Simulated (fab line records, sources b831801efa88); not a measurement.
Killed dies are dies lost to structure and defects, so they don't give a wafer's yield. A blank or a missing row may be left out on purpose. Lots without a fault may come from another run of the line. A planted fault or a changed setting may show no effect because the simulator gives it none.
Which tool did it? | flow gf180mcu | 6 lots, 18 wafers sampled, at 4 steps of a route of 602

WHAT THE GAUGES READ, wafer by wafer
GF_SALICIDE_RS_MEAS_04: measures by four-point-probe.
lot  | measured     | on            | SALICIDE_TIN_RS (ohm/sq)
L315 | day 16 11:13 | film_metro-03 | 16.55 16.49 16.53
L318 | day 17 19:09 | film_metro-03 | 16.08 16.60 16.22
L320 | day 18 08:46 | film_metro-04 | 16.32 16.14 16.25
L323 | day 19 12:08 | film_metro-04 | 16.21 16.48 16.45
L325 | day 20 03:54 | film_metro-03 | 16.47 16.18 16.46
L332 | day 22 16:02 | film_metro-04 | 16.48 16.49 16.16

WHICH TOOL RAN EACH LOT (tool, then ch and the chambers of the sampled wafers, then the start)
lot  | GF_PSD_STRIP_10                      | GF_SAB_WET_ETCH_12              | GF_SAB_STRIP_13
L315 | plasma_asher-01 ch 0,1, day 15 12:19 | wet_bench-04 ch 2, day 16 10:51 | plasma_asher-01 ch 0,1, day 16 10:59
L318 | plasma_asher-01 ch 0,1, day 16 18:53 | wet_bench-04 ch 1, day 17 18:45 | plasma_asher-01 ch 0,1, day 17 18:53
L320 | plasma_asher-03 ch 0,1, day 17 08:56 | wet_bench-02 ch 0, day 18 08:24 | plasma_asher-04 ch 0,1, day 18 08:32
L323 | plasma_asher-03 ch 0,1, day 18 11:02 | wet_bench-02 ch 1, day 19 11:44 | plasma_asher-04 ch 0,1, day 19 11:52
L325 | plasma_asher-03 ch 0, day 19 02:55   | wet_bench-01 ch 1, day 20 03:32 | plasma_asher-02 ch 1, day 20 03:40
L332 | plasma_asher-04 ch 0,1, day 21 15:31 | wet_bench-04 ch 0, day 22 15:35 | plasma_asher-01 ch 0,1, day 22 15:46
- GF_PSD_STRIP_10: strips in O2/N2.
- GF_SAB_WET_ETCH_12: etches SiO2 in dHF, target depth 22 nm, time 440 s.
- GF_SAB_STRIP_13: strips in O2/N2.

THE ANSWER, worked out from the rows above alone
Rule: what is usual is taken from the lots themselves. Put in order of their means at a reading, lots are off if they are a third of the lots or fewer, leave a main group of 4 or more, and stand apart from it by a gap of 3 or more times the standard deviation of the main group's means; of several such gaps the widest counts. A main group whose means are all the same, to the digits that the tables above print for the reading, isn't used. A lot without any number at a reading at which 4 lots or more have one is off too. The other lots that the step has rows for count as sound.
No lot is off at any reading shown: from this, nothing can be told.

WHAT THE SIMULATOR HAD PUT IN
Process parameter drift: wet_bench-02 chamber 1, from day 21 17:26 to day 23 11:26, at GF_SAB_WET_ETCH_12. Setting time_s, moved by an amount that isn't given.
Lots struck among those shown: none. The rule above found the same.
